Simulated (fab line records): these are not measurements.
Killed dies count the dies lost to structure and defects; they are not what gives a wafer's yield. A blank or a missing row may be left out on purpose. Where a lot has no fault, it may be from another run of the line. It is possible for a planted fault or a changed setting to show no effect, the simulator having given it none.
A struck lot beside a sound one + flow gf180mcu + 15 out of 602 route steps
Sound: the wafers L144.1, L144.4, L144.6. Struck: wafer L147.6 (L147.2, L147.3, from the same lot, were not struck and are left out); the cause is given at the end.
Order at every step that has rows: each side's tool, ch and its chambers, its first start. Under that, the readings that differ: sound wafers + struck wafers + difference of the means + sigmas: that difference in standard deviations of wafers without a fault.
alike: words and numbers the same on both sides, and readings whose means are apart by under 2 such deviations; not compared: readings that were withheld, readings missing a value for some wafer, numbers with overlapping values and no deviation given by the record, and bounds like >300 which may hide the same value.
The two part at a step that has a row with sigmas, a row that says differs or no value, or rows on one side only. Non-overlapping numbers with no deviation appear without sigmas and do not part them. Lack of a reading on every wafer of one side parts them only where that side has two or more wafers.

GF_M2_SPUTTER_04: material TiN, target thk 50 nm, time 41.7 s.
  sound on pvdSputter-04, day 19 17:34; struck on pvdSputter-04, day 20 16:32
  alike: throttleValvePct
GF_M2_RS_MEAS_05: uses a four-point probe to measure.
  sound on filmMetro-01, day 19 17:37; struck on filmMetro-01, day 20 16:36
  alike: M2_ALCU_RS
GF_M2_THK_MEAS_06: measures by xrf.
  sound on filmMetro-01, day 19 17:44; struck on filmMetro-01, day 20 16:43
  alike: M2_ALCU_THK
then, 7 steps without rows for these wafers: GF_M2_DEHYDRATE_07 (time 60 s); GF_M2_HMDS_08 (prime time 60 s); GF_M2_COAT_09 (resist thk 1000 nm); GF_M2_SOFTBAKE_10 (time 60 s); GF_M2_EXPOSE_11 (exposes mask Metal2, target cd 280 nm); GF_M2_PEB_12 (peb time 90 s); GF_M2_DEVELOP_13 (develop time 60 s).
GF_M2_CD_MEAS_14: target cd 280 nm.
  sound on cdSem-01, day 20 16:50; struck on cdSem-02, day 21 16:35
  alike: cdNm
GF_M2_OVL_MEAS_15:
  sound on overlay-02, day 20 16:57; struck on overlay-01, day 21 16:41
| reading     | sound    | struck | difference | sigmas |
|-------------|----------|--------|------------|--------|
| M2_OVL (nm) | 21 10 11 | 0      | -14        | -2     |
GF_M2_METAL_ETCH_16: etches the open film in Cl2/BCl3, stops on SiO2, target depth 750.8 nm, time 125.1 s.
  sound on rieMetal-02 ch 0, day 20 16:59; struck on rieMetal-02 ch 0, day 21 16:43
| reading                            | sound                | struck | difference | sigmas |
|------------------------------------|----------------------|--------|------------|--------|
| chamberPressureMTorr (mTorr)       | 7.997 8.002 8.012    | 7.988  | -0.016     | -2     |
| oesProductAu (a.u.)                | 0.990 0.991 0.996    | 0.728  | -0.264     | -52    |
| throttleValvePct (%)               | 28.237 28.214 28.239 | 28.515 | +0.285     | +29    |
| model.KrF_of_M2_COAT_09.thkNm (nm) | 681.8 677.5 680      | 813.5  | +133.7     |        |
  alike: drypumpMotorCurrentA
  not compared: rfHoursCounterH
GF_M2_STRIP_17: strips in O2/N2.
  sound on plasmaAsher-01 ch 1, day 20 17:07; struck on plasmaAsher-01 ch 0, day 21 16:51
| reading                  | sound             | struck | difference | sigmas |
|--------------------------|-------------------|--------|------------|--------|
| oesProductAu (a.u.)      | 0.535 0.533 0.530 | 0.585  | +0.052     | +11    |
| stripTimeToEndpointS (s) | 7.34 7.31 7.36    | 8.63   | +1.29      | +28    |
  alike: chamberPressureMTorr, drypumpMotorCurrentA, heaterPowerW, platenTempC
  not compared: rfHoursCounterH
then, 1 step without rows for these wafers: GF_M2_STRIP_18 (strips in post etch residue remover, time 1200 s).

== WHERE THEY PART ==
First at GF_M2_OVL_MEAS_15; last, within this record, at GF_M2_STRIP_17.

WHY: the cause the simulator had injected
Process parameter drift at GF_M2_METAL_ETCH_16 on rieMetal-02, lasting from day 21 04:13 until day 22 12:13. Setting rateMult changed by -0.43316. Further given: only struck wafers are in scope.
